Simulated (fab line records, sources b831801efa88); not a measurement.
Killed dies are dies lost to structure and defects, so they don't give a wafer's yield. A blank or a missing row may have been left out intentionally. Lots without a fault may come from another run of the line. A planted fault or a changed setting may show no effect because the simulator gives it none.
fab line records :: flow sky130
record:
  lots: 13
  wafers: 39
  last_day: 49
route steps=708 shown LDD_N@248 VIA1@481 VIA2@523 CAPM@541
lots that met no fault: taken from a fault-free run of the same line
start_h: hours from the record's first day to the start of the lot's first wafer shown :: wait_h: hours from the lot's prior step to this one :: " repeats the value in the row above :: L1.1+2: a single row standing in for several wafers :: - value missing, or start not given :: * or withheld: withheld :: < > ~ a bound
route shown NAME@n: NAME is a module with steps in the file, n the number in the route of the first one :: usual: mean and standard deviation over wafers with no fault :: same: alike in all rows :: chamber/n: place in a boat :: sites: per-site readings :: _std_site: how widely they spread, as a standard deviation :: _edge_site: inner sites' mean taken away from outer sites' mean :: radius_mm: how far each site lies from the wafer's centre :: mask NAME#n: copy n :: behind: the tool/chamber that last shaped the wafer :: hold: why the lot was held/for how many hours/how that ended :: device: which transistor (n, p or np) failed to switch :: end of line: the route-end tests of the same wafers :: a step with no rows: only its recipe :: killed: the dies lost at the first sort to structure and to defects; this is not the yield of the wafer :: map: dies across one wafer; x = killed, . = not, _ = none there
set.NAME: setting as actually run; set.NAME@STEP: the setting as run at that earlier step :: model.NAME: the simulator's own value behind a step, which no gauge read
the route's steps for a sample of lots (tables are steps, rows are wafers)
services: from which hour (start_h, from the record's first day; less than 0 if before it) a tool's chamber was out of use, for how many hours, and why
== steps ==
step: SKY_LDD_N_IMPLANT_11
recipe:
  species: As
  energy_kev: 20
  dose_cm2: 7.5e+13
  tilt_deg: withheld
  rotation_deg: 293
usual:
  beam_energy_keV: 20.001/0.0058
lot.wafer: L223.1
tool: implanter-01
chamber: 0
start_h: 390.27
wait_h: 0.1
beam_energy_keV: 20.012

lot.wafer: L223.2
tool: implanter-01
chamber: 0
start_h: 390.27
wait_h: 0.1
beam_energy_keV: 20.002

lot.wafer: L223.5
tool: implanter-01
chamber: 0
start_h: 390.27
wait_h: 0.1
beam_energy_keV: 19.995

lot.wafer: L224.2
tool: implanter-01
chamber: 0
start_h: 402.08
wait_h: 0.1
beam_energy_keV: 20.001

lot.wafer: L224.3
tool: implanter-01
chamber: 0
start_h: 402.08
wait_h: 0.1
beam_energy_keV: 20.004

lot.wafer: L224.5
tool: implanter-01
chamber: 0
start_h: 402.08
wait_h: 0.1
beam_energy_keV: 19.995

lot.wafer: L225.2
tool: implanter-01
chamber: 0
start_h: 416.43
wait_h: 0.1
beam_energy_keV: 20.001

lot.wafer: L225.4
tool: implanter-01
chamber: 0
start_h: 416.43
wait_h: 0.1
beam_energy_keV: 20.009

lot.wafer: L225.6
tool: implanter-01
chamber: 0
start_h: 416.43
wait_h: 0.1
beam_energy_keV: 20.006

lot.wafer: L226.1
tool: implanter-01
chamber: 0
start_h: 424.47
wait_h: 0.1
beam_energy_keV: 20.007

lot.wafer: L226.2
tool: implanter-01
chamber: 0
start_h: 424.47
wait_h: 0.1
beam_energy_keV: 20.004

lot.wafer: L226.3
tool: implanter-01
chamber: 0
start_h: 424.47
wait_h: 0.1
beam_energy_keV: 20.007

lot.wafer: L232.1
tool: implanter-01
chamber: 0
start_h: 473.45
wait_h: 0.1
beam_energy_keV: 18.090

lot.wafer: L232.2
tool: implanter-01
chamber: 0
start_h: 473.45
wait_h: 0.1
beam_energy_keV: 18.089

lot.wafer: L232.4
tool: implanter-01
chamber: 0
start_h: 473.45
wait_h: 0.1
beam_energy_keV: 18.090

lot.wafer: L233.1
tool: implanter-01
chamber: 0
start_h: 486.51
wait_h: 0.1
beam_energy_keV: 18.096

lot.wafer: L233.3
tool: implanter-01
chamber: 0
start_h: 486.51
wait_h: 0.1
beam_energy_keV: 18.085

lot.wafer: L233.5
tool: implanter-01
chamber: 0
start_h: 486.51
wait_h: 0.1
beam_energy_keV: 18.090

lot.wafer: L236.3
tool: implanter-03
chamber: 0
start_h: 512.12
wait_h: 0.1
beam_energy_keV: 20.013

lot.wafer: L236.5
tool: implanter-03
chamber: 0
start_h: 512.12
wait_h: 0.1
beam_energy_keV: 20.004

lot.wafer: L236.6
tool: implanter-03
chamber: 0
start_h: 512.12
wait_h: 0.1
beam_energy_keV: 20.005

lot.wafer: L237.1
tool: implanter-03
chamber: 0
start_h: 525.81
wait_h: 0.1
beam_energy_keV: 19.995

lot.wafer: L237.4
tool: implanter-03
chamber: 0
start_h: 525.81
wait_h: 0.1
beam_energy_keV: 19.995

lot.wafer: L237.6
tool: implanter-03
chamber: 0
start_h: 525.81
wait_h: 0.1
beam_energy_keV: 19.993

lot.wafer: L238.2
tool: implanter-03
chamber: 0
start_h: 527.44
wait_h: 0.1
beam_energy_keV: 20.000

lot.wafer: L238.4
tool: implanter-03
chamber: 0
start_h: 527.44
wait_h: 0.1
beam_energy_keV: 20.000

lot.wafer: L238.6
tool: implanter-03
chamber: 0
start_h: 527.44
wait_h: 0.1
beam_energy_keV: 19.997

lot.wafer: L239.1
tool: implanter-02
chamber: 0
start_h: 546.97
wait_h: 0.1
beam_energy_keV: 19.998

lot.wafer: L239.2
tool: implanter-02
chamber: 0
start_h: 546.97
wait_h: 0.1
beam_energy_keV: 19.991

lot.wafer: L239.6
tool: implanter-02
chamber: 0
start_h: 546.97
wait_h: 0.1
beam_energy_keV: 20.004

lot.wafer: L241.1
tool: implanter-02
chamber: 0
start_h: 554.12
wait_h: 0.1
beam_energy_keV: 20.001

lot.wafer: L241.3
tool: implanter-02
chamber: 0
start_h: 554.12
wait_h: 0.1
beam_energy_keV: 19.999

lot.wafer: L241.4
tool: implanter-02
chamber: 0
start_h: 554.12
wait_h: 0.1
beam_energy_keV: 20.006

lot.wafer: L242.2
tool: implanter-03
chamber: 0
start_h: 561.13
wait_h: 0.1
beam_energy_keV: 19.990

lot.wafer: L242.3
tool: implanter-03
chamber: 0
start_h: 561.13
wait_h: 0.1
beam_energy_keV: 19.999

lot.wafer: L242.4
tool: implanter-03
chamber: 0
start_h: 561.13
wait_h: 0.1
beam_energy_keV: 19.992

lot.wafer: L243.2
tool: implanter-03
chamber: 0
start_h: 572.43
wait_h: 0.1
beam_energy_keV: 20.005

lot.wafer: L243.3
tool: implanter-03
chamber: 0
start_h: 572.43
wait_h: 0.1
beam_energy_keV: 20.013

lot.wafer: L243.5
tool: implanter-03
chamber: 0
start_h: 572.43
wait_h: 0.1
beam_energy_keV: 20.005
step: SKY_VIA1_THK_MEAS_23
recipe:
  thk_meas_gauge: xrf
  reads: W_of_VIA1_CVD_21
usual:
  VIA1_W_THK: 275/3.7
lot.wafer: L223.1
tool: film_metro-03
chamber: -
start_h: 781.41
wait_h: 0.1
VIA1_W_THK[nm]: 278

lot.wafer: L223.2
tool: film_metro-03
chamber: -
start_h: 781.41
wait_h: 0.1
VIA1_W_THK[nm]: 275

lot.wafer: L223.5
tool: film_metro-03
chamber: -
start_h: 781.41
wait_h: 0.1
VIA1_W_THK[nm]: 276

lot.wafer: L224.2
tool: film_metro-01
chamber: -
start_h: 792.24
wait_h: 0.1
VIA1_W_THK[nm]: 280

lot.wafer: L224.3
tool: film_metro-01
chamber: -
start_h: 792.24
wait_h: 0.1
VIA1_W_THK[nm]: 282

lot.wafer: L224.5
tool: film_metro-01
chamber: -
start_h: 792.24
wait_h: 0.1
VIA1_W_THK[nm]: 276

lot.wafer: L225.2
tool: film_metro-02
chamber: -
start_h: 805.45
wait_h: 0.1
VIA1_W_THK[nm]: 274

lot.wafer: L225.4
tool: film_metro-02
chamber: -
start_h: 805.45
wait_h: 0.1
VIA1_W_THK[nm]: 274

lot.wafer: L225.6
tool: film_metro-02
chamber: -
start_h: 805.45
wait_h: 0.1
VIA1_W_THK[nm]: 273

lot.wafer: L226.1
tool: film_metro-02
chamber: -
start_h: 811.53
wait_h: 0.1
VIA1_W_THK[nm]: 269

lot.wafer: L226.2
tool: film_metro-02
chamber: -
start_h: 811.53
wait_h: 0.1
VIA1_W_THK[nm]: 273

lot.wafer: L226.3
tool: film_metro-02
chamber: -
start_h: 811.53
wait_h: 0.1
VIA1_W_THK[nm]: 271

lot.wafer: L232.1
tool: film_metro-03
chamber: -
start_h: 853.73
wait_h: 0.1
VIA1_W_THK[nm]: 275

lot.wafer: L232.2
tool: film_metro-03
chamber: -
start_h: 853.73
wait_h: 0.1
VIA1_W_THK[nm]: 278

lot.wafer: L232.4
tool: film_metro-03
chamber: -
start_h: 853.73
wait_h: 0.1
VIA1_W_THK[nm]: 277

lot.wafer: L233.1
tool: film_metro-03
chamber: -
start_h: 867.59
wait_h: 0.1
VIA1_W_THK[nm]: 274

lot.wafer: L233.3
tool: film_metro-03
chamber: -
start_h: 867.59
wait_h: 0.1
VIA1_W_THK[nm]: 276

lot.wafer: L233.5
tool: film_metro-03
chamber: -
start_h: 867.59
wait_h: 0.1
VIA1_W_THK[nm]: 271

lot.wafer: L236.3
tool: film_metro-01
chamber: -
start_h: 882.42
wait_h: 0.1
VIA1_W_THK[nm]: 277

lot.wafer: L236.5
tool: film_metro-01
chamber: -
start_h: 882.42
wait_h: 0.1
VIA1_W_THK[nm]: 272

lot.wafer: L236.6
tool: film_metro-01
chamber: -
start_h: 882.42
wait_h: 0.1
VIA1_W_THK[nm]: 273

lot.wafer: L237.1
tool: film_metro-01
chamber: -
start_h: 896.60
wait_h: 0.1
VIA1_W_THK[nm]: 279

lot.wafer: L237.4
tool: film_metro-01
chamber: -
start_h: 896.60
wait_h: 0.1
VIA1_W_THK[nm]: 277

lot.wafer: L237.6
tool: film_metro-01
chamber: -
start_h: 896.60
wait_h: 0.1
VIA1_W_THK[nm]: 275

lot.wafer: L238.2
tool: film_metro-03
chamber: -
start_h: 898.57
wait_h: 0.1
VIA1_W_THK[nm]: 270

lot.wafer: L238.4
tool: film_metro-03
chamber: -
start_h: 898.57
wait_h: 0.1
VIA1_W_THK[nm]: 267

lot.wafer: L238.6
tool: film_metro-03
chamber: -
start_h: 898.57
wait_h: 0.1
VIA1_W_THK[nm]: 271

lot.wafer: L239.1
tool: film_metro-02
chamber: -
start_h: 914.49
wait_h: 0.1
VIA1_W_THK[nm]: 277

lot.wafer: L239.2
tool: film_metro-02
chamber: -
start_h: 914.49
wait_h: 0.1
VIA1_W_THK[nm]: 272

lot.wafer: L239.6
tool: film_metro-02
chamber: -
start_h: 914.49
wait_h: 0.1
VIA1_W_THK[nm]: 273

lot.wafer: L241.1
tool: film_metro-03
chamber: -
start_h: 919.13
wait_h: 0.1
VIA1_W_THK[nm]: 278

lot.wafer: L241.3
tool: film_metro-03
chamber: -
start_h: 919.13
wait_h: 0.1
VIA1_W_THK[nm]: 275

lot.wafer: L241.4
tool: film_metro-03
chamber: -
start_h: 919.13
wait_h: 0.1
VIA1_W_THK[nm]: 276

lot.wafer: L242.2
tool: film_metro-03
chamber: -
start_h: 926.85
wait_h: 0.1
VIA1_W_THK[nm]: 280

lot.wafer: L242.3
tool: film_metro-03
chamber: -
start_h: 926.85
wait_h: 0.1
VIA1_W_THK[nm]: 271

lot.wafer: L242.4
tool: film_metro-03
chamber: -
start_h: 926.85
wait_h: 0.1
VIA1_W_THK[nm]: 280

lot.wafer: L243.2
tool: film_metro-01
chamber: -
start_h: 938.33
wait_h: 0.1
VIA1_W_THK[nm]: 278

lot.wafer: L243.3
tool: film_metro-01
chamber: -
start_h: 938.33
wait_h: 0.1
VIA1_W_THK[nm]: 280

lot.wafer: L243.5
tool: film_metro-01
chamber: -
start_h: 938.33
wait_h: 0.1
VIA1_W_THK[nm]: 281
step: SKY_VIA2_STRIP_16
recipe:
  chemistry: O2/N2
  power_w: 1400
  pressure_mtorr: 1500
  platen_temp_c: withheld
  o2_flow_sccm: 3000
  n2_flow_sccm: 300
  overash_fraction: 0.5
usual:
  drypump_motor_current_A: 5.57/0.28
  oes_product_au: 0.398/0.0049
  strip_time_to_endpoint_s: 4.035/0.029
lot.wafer: L223.1
tool: plasma_asher-04
chamber: 0
start_h: 836.49
wait_h: 0.0
drypump_motor_current_A: 5.41
oes_product_au: 0.407
rf_hours_counter_h: 104
strip_time_to_endpoint_s: 4.080

lot.wafer: L223.2
tool: plasma_asher-04
chamber: 1
start_h: 836.49
wait_h: 0.0
drypump_motor_current_A: 4.88
oes_product_au: 0.399
rf_hours_counter_h: 104
strip_time_to_endpoint_s: 4.056

lot.wafer: L223.5
tool: plasma_asher-04
chamber: 1
start_h: 836.49
wait_h: 0.0
drypump_motor_current_A: 4.87
oes_product_au: 0.401
rf_hours_counter_h: -
strip_time_to_endpoint_s: 4.088

lot.wafer: L224.2
tool: plasma_asher-03
chamber: 0
start_h: 847.95
wait_h: 0.0
drypump_motor_current_A: 5.52
oes_product_au: 0.395
rf_hours_counter_h: 38
strip_time_to_endpoint_s: 4.000

lot.wafer: L224.3
tool: plasma_asher-03
chamber: 0
start_h: 847.95
wait_h: 0.0
drypump_motor_current_A: 5.53
oes_product_au: 0.396
rf_hours_counter_h: -
strip_time_to_endpoint_s: 4.027

lot.wafer: L224.5
tool: plasma_asher-03
chamber: 0
start_h: 847.95
wait_h: 0.0
drypump_motor_current_A: 5.52
oes_product_au: 0.392
rf_hours_counter_h: -
strip_time_to_endpoint_s: 3.996

lot.wafer: L225.2
tool: plasma_asher-03
chamber: 1
start_h: 860.39
wait_h: 0.0
drypump_motor_current_A: 5.94
oes_product_au: 0.395
rf_hours_counter_h: 40
strip_time_to_endpoint_s: 4.027

lot.wafer: L225.4
tool: plasma_asher-03
chamber: 0
start_h: 860.39
wait_h: 0.0
drypump_motor_current_A: 5.52
oes_product_au: 0.398
rf_hours_counter_h: -
strip_time_to_endpoint_s: 4.067

lot.wafer: L225.6
tool: plasma_asher-03
chamber: 0
start_h: 860.39
wait_h: 0.0
drypump_motor_current_A: 5.53
oes_product_au: 0.396
rf_hours_counter_h: -
strip_time_to_endpoint_s: 4.062

lot.wafer: L226.1
tool: plasma_asher-03
chamber: 1
start_h: 865.70
wait_h: 0.0
drypump_motor_current_A: 5.91
oes_product_au: 0.403
rf_hours_counter_h: 40
strip_time_to_endpoint_s: 4.036

lot.wafer: L226.2
tool: plasma_asher-03
chamber: 0
start_h: 865.70
wait_h: 0.0
drypump_motor_current_A: 5.53
oes_product_au: 0.391
rf_hours_counter_h: 40
strip_time_to_endpoint_s: 4.012

lot.wafer: L226.3
tool: plasma_asher-03
chamber: 1
start_h: 865.70
wait_h: 0.0
drypump_motor_current_A: 5.88
oes_product_au: 0.397
rf_hours_counter_h: -
strip_time_to_endpoint_s: 4.049

lot.wafer: L232.1
tool: plasma_asher-02
chamber: 0
start_h: 904.90
wait_h: 0.0
drypump_motor_current_A: 5.66
oes_product_au: 0.398
rf_hours_counter_h: 80
strip_time_to_endpoint_s: 3.967

lot.wafer: L232.2
tool: plasma_asher-02
chamber: 1
start_h: 904.90
wait_h: 0.0
drypump_motor_current_A: 5.66
oes_product_au: 0.397
rf_hours_counter_h: 80
strip_time_to_endpoint_s: 4.033

lot.wafer: L232.4
tool: plasma_asher-02
chamber: 0
start_h: 904.90
wait_h: 0.0
drypump_motor_current_A: 5.66
oes_product_au: 0.406
rf_hours_counter_h: -
strip_time_to_endpoint_s: 4.069

lot.wafer: L233.1
tool: plasma_asher-03
chamber: 1
start_h: 919.80
wait_h: 0.0
drypump_motor_current_A: 5.90
oes_product_au: 0.396
rf_hours_counter_h: 46
strip_time_to_endpoint_s: 4.000

lot.wafer: L233.3
tool: plasma_asher-03
chamber: 0
start_h: 919.80
wait_h: 0.0
drypump_motor_current_A: 5.53
oes_product_au: 0.401
rf_hours_counter_h: -
strip_time_to_endpoint_s: 4.031

lot.wafer: L233.5
tool: plasma_asher-03
chamber: 0
start_h: 919.80
wait_h: 0.0
drypump_motor_current_A: 5.53
oes_product_au: 0.392
rf_hours_counter_h: -
strip_time_to_endpoint_s: 4.037

lot.wafer: L236.3
tool: plasma_asher-04
chamber: 1
start_h: 935.33
wait_h: 0.1
drypump_motor_current_A: 4.89
oes_product_au: 0.402
rf_hours_counter_h: -
strip_time_to_endpoint_s: 4.057

lot.wafer: L236.5
tool: plasma_asher-04
chamber: 0
start_h: 935.33
wait_h: 0.1
drypump_motor_current_A: 5.44
oes_product_au: 0.398
rf_hours_counter_h: -
strip_time_to_endpoint_s: 4.012

lot.wafer: L236.6
tool: plasma_asher-04
chamber: 1
start_h: 935.33
wait_h: 0.1
drypump_motor_current_A: 4.88
oes_product_au: 0.390
rf_hours_counter_h: -
strip_time_to_endpoint_s: 4.017

lot.wafer: L237.1
tool: plasma_asher-04
chamber: 0
start_h: 949.05
wait_h: 0.0
drypump_motor_current_A: 5.43
oes_product_au: 0.393
rf_hours_counter_h: 116
strip_time_to_endpoint_s: 4.020

lot.wafer: L237.4
tool: plasma_asher-04
chamber: 1
start_h: 949.05
wait_h: 0.0
drypump_motor_current_A: 4.90
oes_product_au: 0.396
rf_hours_counter_h: -
strip_time_to_endpoint_s: 3.991

lot.wafer: L237.6
tool: plasma_asher-04
chamber: 0
start_h: 949.05
wait_h: 0.0
drypump_motor_current_A: 5.41
oes_product_au: 0.387
rf_hours_counter_h: -
strip_time_to_endpoint_s: 3.982

lot.wafer: L238.2
tool: plasma_asher-04
chamber: 1
start_h: 951.00
wait_h: 0.0
drypump_motor_current_A: 4.89
oes_product_au: 0.395
rf_hours_counter_h: 116
strip_time_to_endpoint_s: 4.010

lot.wafer: L238.4
tool: plasma_asher-04
chamber: 0
start_h: 951.00
wait_h: 0.0
drypump_motor_current_A: 5.39
oes_product_au: 0.404
rf_hours_counter_h: -
strip_time_to_endpoint_s: 4.075

lot.wafer: L238.6
tool: plasma_asher-04
chamber: 1
start_h: 951.00
wait_h: 0.0
drypump_motor_current_A: 4.87
oes_product_au: 0.399
rf_hours_counter_h: -
strip_time_to_endpoint_s: 4.055

lot.wafer: L239.1
tool: plasma_asher-02
chamber: 1
start_h: 966.05
wait_h: 0.0
drypump_motor_current_A: 5.63
oes_product_au: 0.399
rf_hours_counter_h: 86
strip_time_to_endpoint_s: 4.064

lot.wafer: L239.2
tool: plasma_asher-02
chamber: 0
start_h: 966.05
wait_h: 0.0
drypump_motor_current_A: 5.64
oes_product_au: 0.399
rf_hours_counter_h: 86
strip_time_to_endpoint_s: 4.025

lot.wafer: L239.6
tool: plasma_asher-02
chamber: 1
start_h: 966.05
wait_h: 0.0
drypump_motor_current_A: 5.63
oes_product_au: 0.388
rf_hours_counter_h: -
strip_time_to_endpoint_s: 4.027

lot.wafer: L241.1
tool: plasma_asher-03
chamber: 1
start_h: 971.30
wait_h: 0.0
drypump_motor_current_A: 5.93
oes_product_au: 0.396
rf_hours_counter_h: 51
strip_time_to_endpoint_s: 4.046

lot.wafer: L241.3
tool: plasma_asher-03
chamber: 1
start_h: 971.30
wait_h: 0.0
drypump_motor_current_A: 5.92
oes_product_au: 0.401
rf_hours_counter_h: -
strip_time_to_endpoint_s: 4.049

lot.wafer: L241.4
tool: plasma_asher-03
chamber: 0
start_h: 971.30
wait_h: 0.0
drypump_motor_current_A: 5.53
oes_product_au: 0.400
rf_hours_counter_h: -
strip_time_to_endpoint_s: 4.024

lot.wafer: L242.2
tool: plasma_asher-03
chamber: 1
start_h: 977.10
wait_h: 0.0
drypump_motor_current_A: 5.88
oes_product_au: 0.398
rf_hours_counter_h: 52
strip_time_to_endpoint_s: 4.045

lot.wafer: L242.3
tool: plasma_asher-03
chamber: 1
start_h: 977.10
wait_h: 0.0
drypump_motor_current_A: 5.88
oes_product_au: 0.392
rf_hours_counter_h: -
strip_time_to_endpoint_s: 4.016

lot.wafer: L242.4
tool: plasma_asher-03
chamber: 0
start_h: 977.10
wait_h: 0.0
drypump_motor_current_A: 5.54
oes_product_au: 0.404
rf_hours_counter_h: -
strip_time_to_endpoint_s: 3.990

lot.wafer: L243.2
tool: plasma_asher-03
chamber: 0
start_h: 988.53
wait_h: 0.0
drypump_motor_current_A: 5.52
oes_product_au: 0.399
rf_hours_counter_h: 53
strip_time_to_endpoint_s: 4.067

lot.wafer: L243.3
tool: plasma_asher-03
chamber: 1
start_h: 988.53
wait_h: 0.0
drypump_motor_current_A: 5.91
oes_product_au: 0.399
rf_hours_counter_h: -
strip_time_to_endpoint_s: 4.036

lot.wafer: L243.5
tool: plasma_asher-03
chamber: 0
start_h: 988.53
wait_h: 0.0
drypump_motor_current_A: 5.52
oes_product_au: 0.397
rf_hours_counter_h: -
strip_time_to_endpoint_s: 4.048
step: SKY_CAPM_THK_MEAS_04
recipe:
  thk_meas_gauge: xrf
  reads: TiN_of_CAPM_SPUTTER_02
usual:
  CAPM_TIN_THK: 197.3/2
lot.wafer: L223.1
tool: film_metro-04
chamber: -
start_h: 838.23
wait_h: 0.1
CAPM_TIN_THK[nm]: 197.2

lot.wafer: L223.2
tool: film_metro-04
chamber: -
start_h: 838.23
wait_h: 0.1
CAPM_TIN_THK[nm]: 194.7

lot.wafer: L223.5
tool: film_metro-04
chamber: -
start_h: 838.23
wait_h: 0.1
CAPM_TIN_THK[nm]: 196.0

lot.wafer: L224.2
tool: film_metro-01
chamber: -
start_h: 849.69
wait_h: 0.1
CAPM_TIN_THK[nm]: 200.1

lot.wafer: L224.3
tool: film_metro-01
chamber: -
start_h: 849.69
wait_h: 0.1
CAPM_TIN_THK[nm]: 200.3

lot.wafer: L224.5
tool: film_metro-01
chamber: -
start_h: 849.69
wait_h: 0.1
CAPM_TIN_THK[nm]: 199.8

lot.wafer: L225.2
tool: film_metro-02
chamber: -
start_h: 862.16
wait_h: 0.1
CAPM_TIN_THK[nm]: 201.9

lot.wafer: L225.4
tool: film_metro-02
chamber: -
start_h: 862.16
wait_h: 0.1
CAPM_TIN_THK[nm]: 198.5

lot.wafer: L225.6
tool: film_metro-02
chamber: -
start_h: 862.16
wait_h: 0.1
CAPM_TIN_THK[nm]: 199.7

lot.wafer: L226.1
tool: film_metro-02
chamber: -
start_h: 867.87
wait_h: 0.1
CAPM_TIN_THK[nm]: 200.9

lot.wafer: L226.2
tool: film_metro-02
chamber: -
start_h: 867.87
wait_h: 0.1
CAPM_TIN_THK[nm]: 197.7

lot.wafer: L226.3
tool: film_metro-02
chamber: -
start_h: 867.87
wait_h: 0.1
CAPM_TIN_THK[nm]: 198.6

lot.wafer: L232.1
tool: film_metro-01
chamber: -
start_h: 906.77
wait_h: 0.1
CAPM_TIN_THK[nm]: 195.6

lot.wafer: L232.2
tool: film_metro-01
chamber: -
start_h: 906.77
wait_h: 0.1
CAPM_TIN_THK[nm]: 195.0

lot.wafer: L232.4
tool: film_metro-01
chamber: -
start_h: 906.77
wait_h: 0.1
CAPM_TIN_THK[nm]: 197.4

lot.wafer: L233.1
tool: film_metro-02
chamber: -
start_h: 922.18
wait_h: 0.1
CAPM_TIN_THK[nm]: 199.4

lot.wafer: L233.3
tool: film_metro-02
chamber: -
start_h: 922.18
wait_h: 0.1
CAPM_TIN_THK[nm]: 199.5

lot.wafer: L233.5
tool: film_metro-02
chamber: -
start_h: 922.18
wait_h: 0.1
CAPM_TIN_THK[nm]: 197.0

lot.wafer: L236.3
tool: film_metro-01
chamber: -
start_h: 937.06
wait_h: 0.1
CAPM_TIN_THK[nm]: 198.2

lot.wafer: L236.5
tool: film_metro-01
chamber: -
start_h: 937.06
wait_h: 0.1
CAPM_TIN_THK[nm]: 197.2

lot.wafer: L236.6
tool: film_metro-01
chamber: -
start_h: 937.06
wait_h: 0.1
CAPM_TIN_THK[nm]: 197.2

lot.wafer: L237.1
tool: film_metro-01
chamber: -
start_h: 950.78
wait_h: 0.1
CAPM_TIN_THK[nm]: 197.0

lot.wafer: L237.4
tool: film_metro-01
chamber: -
start_h: 950.78
wait_h: 0.1
CAPM_TIN_THK[nm]: 195.2

lot.wafer: L237.6
tool: film_metro-01
chamber: -
start_h: 950.78
wait_h: 0.1
CAPM_TIN_THK[nm]: 196.7

lot.wafer: L238.2
tool: film_metro-04
chamber: -
start_h: 952.79
wait_h: 0.1
CAPM_TIN_THK[nm]: 196.2

lot.wafer: L238.4
tool: film_metro-04
chamber: -
start_h: 952.79
wait_h: 0.1
CAPM_TIN_THK[nm]: 194.0

lot.wafer: L238.6
tool: film_metro-04
chamber: -
start_h: 952.79
wait_h: 0.1
CAPM_TIN_THK[nm]: 196.8

lot.wafer: L239.1
tool: film_metro-02
chamber: -
start_h: 967.85
wait_h: 0.1
CAPM_TIN_THK[nm]: 202.1

lot.wafer: L239.2
tool: film_metro-02
chamber: -
start_h: 967.85
wait_h: 0.1
CAPM_TIN_THK[nm]: 200.9

lot.wafer: L239.6
tool: film_metro-02
chamber: -
start_h: 967.85
wait_h: 0.1
CAPM_TIN_THK[nm]: 199.9

lot.wafer: L241.1
tool: film_metro-01
chamber: -
start_h: 973.03
wait_h: 0.1
CAPM_TIN_THK[nm]: 197.6

lot.wafer: L241.3
tool: film_metro-01
chamber: -
start_h: 973.03
wait_h: 0.1
CAPM_TIN_THK[nm]: 196.3

lot.wafer: L241.4
tool: film_metro-01
chamber: -
start_h: 973.03
wait_h: 0.1
CAPM_TIN_THK[nm]: 196.0

lot.wafer: L242.2
tool: film_metro-02
chamber: -
start_h: 978.83
wait_h: 0.1
CAPM_TIN_THK[nm]: 196.4

lot.wafer: L242.3
tool: film_metro-02
chamber: -
start_h: 978.83
wait_h: 0.1
CAPM_TIN_THK[nm]: 198.9

lot.wafer: L242.4
tool: film_metro-02
chamber: -
start_h: 978.83
wait_h: 0.1
CAPM_TIN_THK[nm]: 195.7

lot.wafer: L243.2
tool: film_metro-02
chamber: -
start_h: 990.27
wait_h: 0.1
CAPM_TIN_THK[nm]: 198.4

lot.wafer: L243.3
tool: film_metro-02
chamber: -
start_h: 990.27
wait_h: 0.1
CAPM_TIN_THK[nm]: 195.6

lot.wafer: L243.5
tool: film_metro-02
chamber: -
start_h: 990.27
wait_h: 0.1
CAPM_TIN_THK[nm]: 195.7
== services ==
tool: plasma_asher-03
chamber: -
start_h: 421.25
hours: 9.0
kind: pm

tool: plasma_asher-03
chamber: -
start_h: 427.01
hours: 0.8
kind: repair

tool: implanter-03
chamber: -
start_h: 433.54
hours: 4.8
kind: pm

tool: plasma_asher-03
chamber: -
start_h: 453.94
hours: 3.0
kind: repair

tool: implanter-01
chamber: -
start_h: 476.79
hours: 1.8
kind: repair

tool: implanter-01
chamber: -
start_h: 496.41
hours: 213.8
kind: pm

tool: plasma_asher-04
chamber: -
start_h: 534.79
hours: 4.5
kind: repair

tool: plasma_asher-03
chamber: -
start_h: 555.32
hours: 2.6
kind: repair

tool: implanter-03
chamber: -
start_h: 577.96
hours: 8.2
kind: repair

tool: plasma_asher-03
chamber: -
start_h: 586.27
hours: 9.3
kind: repair

tool: implanter-03
chamber: -
start_h: 609.32
hours: 1.6
kind: repair

tool: implanter-03
chamber: -
start_h: 622.93
hours: 2.3
kind: repair

tool: plasma_asher-04
chamber: -
start_h: 624.06
hours: 4.9
kind: repair

tool: plasma_asher-03
chamber: -
start_h: 642.71
hours: 2.8
kind: pm

tool: plasma_asher-03
chamber: -
start_h: 646.87
hours: 0.6
kind: repair

tool: implanter-03
chamber: -
start_h: 649.07
hours: 1.8
kind: repair

tool: implanter-03
chamber: -
start_h: 652.81
hours: 2.5
kind: pm

tool: implanter-03
chamber: -
start_h: 664.56
hours: 3.3
kind: repair

tool: implanter-01
chamber: -
start_h: 710.19
hours: 2.7
kind: pm

tool: plasma_asher-03
chamber: -
start_h: 734.96
hours: 14.6
kind: pm

tool: implanter-03
chamber: -
start_h: 737.41
hours: 6.0
kind: pm

tool: implanter-01
chamber: -
start_h: 738.79
hours: 2.6
kind: repair

tool: implanter-01
chamber: -
start_h: 760.81
hours: 7.3
kind: repair

tool: implanter-03
chamber: -
start_h: 844.35
hours: 1.3
kind: repair
== key ==
first_sign:
  step: SKY_LDD_N_IMPLANT_11
  reading: beam_energy_keV
  direction: down
  sigmas: 99+
  usual: *
  struck: *
effect none on later readings
met_at SKY_LDD_N_IMPLANT_11
struck_lots L232,L233
tester_left_out L232,L233
not_acting_at SKY_VIA1_THK_MEAS_23,SKY_VIA2_STRIP_16,SKY_CAPM_THK_MEAS_04
onset_between 424.47 473.45
fault:
  kind: process_parameter_drift
  tool: implanter-01
  chamber: -
  onset_h: 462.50
  steps: SKY_LDD_N_IMPLANT_11
  channel: energy_kev
  offset: *
  shape: step
  end_h: 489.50
  acts_in: *
  stated: *
tester_left_out: of these lots the tester's yield and bins aren't shown, on N5 and GAA mostly nor the transistor test; their killed dies are dies lost to structure and defects alone, not to doping, threshold or leakage, so they don't give the yield
